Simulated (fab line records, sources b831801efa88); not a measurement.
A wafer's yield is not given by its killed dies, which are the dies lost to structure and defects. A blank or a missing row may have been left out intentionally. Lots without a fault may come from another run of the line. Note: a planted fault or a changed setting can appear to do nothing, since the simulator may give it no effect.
Struck lot and sound lot, side by side -- flow sky130 -- 20 out of 708 route steps
Sound: the wafers L745.1, L745.4, L745.6. Struck: wafer L758.6. (L758.2 of the same lot was not struck and is left out.) The cause comes at the end.
For every step that has rows: the tool of each side, followed by ch and its chambers, followed by its first start. Under that, the readings that differ: sound wafers -- struck wafers -- difference of the means -- sigmas: that difference in standard deviations of wafers without a fault.
alike: readings whose means differ by less than 2 such deviations, and words and numbers that are the same on both sides. not compared: withheld readings, readings that some wafer has no value for, bounds like >300 that may hide the same value, and numbers for which the record gives no deviation and whose values overlap.
A row with sigmas, a row that says differs or no value, or rows on one side alone: a step with any of these is where the two part. Numbers that have no deviation but don't overlap get no sigmas and don't part them. Lack of a reading on every wafer of one side parts them only where that side has two or more wafers.

first, 1 step without rows for these wafers: SKY_LDD_LDN_IMPLANT_11.
SKY_LDD_LDN_STRIP_12: strips in O2/N2.
  sound on plasmaAsher-01 ch 0,1, day 23 06:07; struck on plasmaAsher-01 ch 1, day 27 21:00
  alike: drypumpMotorCurrentA, oesProductAu, stripTimeToEndpointS
  not compared: rfHoursCounterH
SKY_LDD_LDN_TW_MEAS_13:
  sound on filmMetro-03 at day 23 06:13; struck on filmMetro-01 at day 27 21:07
reading,sound,struck,difference,sigmas
LDD_LDN_TW,1486 1473 1479,1464,-15,-2
then, 2 steps without rows for these wafers: SKY_LDD_LDN_CLEAN_14 (cleans in SC1/SC2, time 150 s); SKY_SPACER_CVD_00 (deposits Si3N4 from DCS/NH3, target thk 43.1 nm, time 740 s).
SKY_SPACER_THK_MEAS_01:
  sound on filmMetro-02 at day 23 07:31; struck on filmMetro-03 at day 27 23:01
reading,sound,struck,difference,sigmas
SPACER_CVD_00_THK (nm),43.1 42.9 43.0,44.3,+1.3,+4
SKY_SPACER_ETCHBACK_02: etches Si3N4 in CH3F/O2, stops on SiO2, time 46.7 s, target depth 45 nm.
  sound on rieDiel-02 ch 0,1, day 23 07:35; struck on rieDiel-01 ch 3, day 27 23:04
reading,sound,struck,difference,sigmas
drypumpMotorCurrentA (A),5.47 6.08 6.07,5.26,-0.61,-2
  alike: oesProductAu, throttleValvePct
  not compared: rfHoursCounterH
then, 5 steps without rows for these wafers: SKY_POLY_CUT_DEHYDRATE_00 (time 60 s); SKY_POLY_CUT_HMDS_01 (prime time 60 s); SKY_POLY_CUT_COAT_02 (resist thk 60 nm); SKY_POLY_CUT_COAT_03 (resist thk 450 nm); SKY_POLY_CUT_SOFTBAKE_04 (time 90 s).
SKY_POLY_CUT_EXPOSE_05: exposes mask NPCM, target cd 270 nm.
  sound on krfScanner-01 ch 0, day 23 22:38; struck on krfScanner-02 ch 0, day 28 13:11
  alike: mask
then, 2 steps without rows for these wafers: SKY_POLY_CUT_PEB_06; SKY_POLY_CUT_DEVELOP_07 (develop time 60 s).
SKY_POLY_CUT_CD_MEAS_08: the cd target is 270 nm.
  sound on cdSem-02 at day 24 13:04; struck on cdSem-01 at day 29 03:35
reading,sound,struck,difference,sigmas
cdNm (nm),268.8 269.2 267.7,252.9,-15.7,-11
SKY_POLY_CUT_OVL_MEAS_09:
  sound on overlay-02 at day 24 13:11; struck on overlay-02 at day 29 03:41
  alike: POLY_CUT_OVL
SKY_POLY_CUT_ETCH_10: etches BARC in N2/H2, stops on SiO2, time 45.9 s, target depth 60 nm.
  sound on rieDiel-02 ch 0,1,2, day 24 13:13; struck on rieDiel-01 ch 3, day 29 03:43
reading,sound,struck,difference,sigmas
model.POLY_CUT.cdNm (nm),267.6 269.1 267.9,251.9,-16.3,
  alike: drypumpMotorCurrentA, oesProductAu, throttleValvePct
  not compared: rfHoursCounterH
SKY_POLY_CUT_ETCH_11: etches Si3N4 in CF4/CH2F2/Ar, stops on poly-Si, time 42.5 s, target depth 60 nm.
  sound on rieDiel-02 ch 0,1,2, day 24 13:16; struck on rieDiel-01 ch 3, day 29 03:46
reading,sound,struck,difference,sigmas
oesProductAu (a.u.),0.818 0.820 0.822,0.839,+0.019,+3
model.POLY_CUT.cdNm (nm),267.5 269.2 267.8,251.8,-16.4,
  alike: drypumpMotorCurrentA, throttleValvePct
  not compared: rfHoursCounterH
SKY_POLY_CUT_STRIP_12: strips in O2/N2.
  sound on plasmaAsher-02 ch 0, day 24 13:19; struck on plasmaAsher-03 ch 1, day 29 03:48
reading,sound,struck,difference,sigmas
drypumpMotorCurrentA (A),6.3 6.3 6.3,5.1,-1.2,-3
  alike: oesProductAu, stripTimeToEndpointS
  not compared: rfHoursCounterH

WHERE THEY PART
First at SKY_LDD_LDN_TW_MEAS_13; last, within this record, at SKY_POLY_CUT_STRIP_12.

WHY: the cause the simulator had injected
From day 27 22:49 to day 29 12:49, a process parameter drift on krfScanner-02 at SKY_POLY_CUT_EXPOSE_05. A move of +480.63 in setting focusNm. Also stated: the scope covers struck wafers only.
